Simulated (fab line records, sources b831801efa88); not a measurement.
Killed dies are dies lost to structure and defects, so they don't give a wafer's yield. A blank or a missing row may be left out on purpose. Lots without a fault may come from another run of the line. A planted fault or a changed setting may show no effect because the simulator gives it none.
Chamber matching | flow sky130 | SKY_FIELD_ISO_CMP_27 on cmp-01: 4 sister chambers
The step polishes, stops on Si3N4, t overpolish 16 s, target thk 457.8 nm. 4 wafers are shown with their chamber, then 8 later ones without.

WAFERS WITH THEIR CHAMBER
wafer  | chamber | motor_current_A (A)
L293.3 | 2       | 12.6
L295.5 | 1       | 12.0
L296.5 | 0       | 13.6
L302.1 | 3       | 10.1

WAFERS WITHOUT THEIR CHAMBER
wafer  | motor_current_A (A)
L302.3 | 13.9
L302.6 | 11.9
L311.1 | 9.9
L311.4 | 11.9
L311.6 | 9.9
L312.2 | 12.2
L312.4 | 9.9
L312.6 | 9.9

WHICH CHAMBER EACH WENT THROUGH
wafer  | from the rows above     | in truth
L302.3 | 0                       | 0
L302.6 | 1                       | 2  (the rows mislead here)
L311.1 | 3                       | 3
L311.4 | 1                       | 1
L311.6 | 3                       | 3
L312.2 | can't be placed: 1 or 2 | 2
L312.4 | 3                       | 3
L312.6 | 3                       | 3
Placed correctly: 6 of 8. Can't be placed from these rows: 1 (the true chamber is among the candidates in 1). Placed wrongly: 1.
How it was worked out, from the rows above alone: a wafer's distance from a chamber is the root of the sum, over the readings, of the square of ((its reading less the chamber's mean) divided by the reading's scatter). The wafer belongs to the nearest chamber; if the next one is less than 2 further off, it can't be placed. A chamber's mean is the mean of its shown wafers. The scatter: with one shown wafer a chamber, the root of the mean of the squares of how far each hidden wafer lies from its nearest shown one.
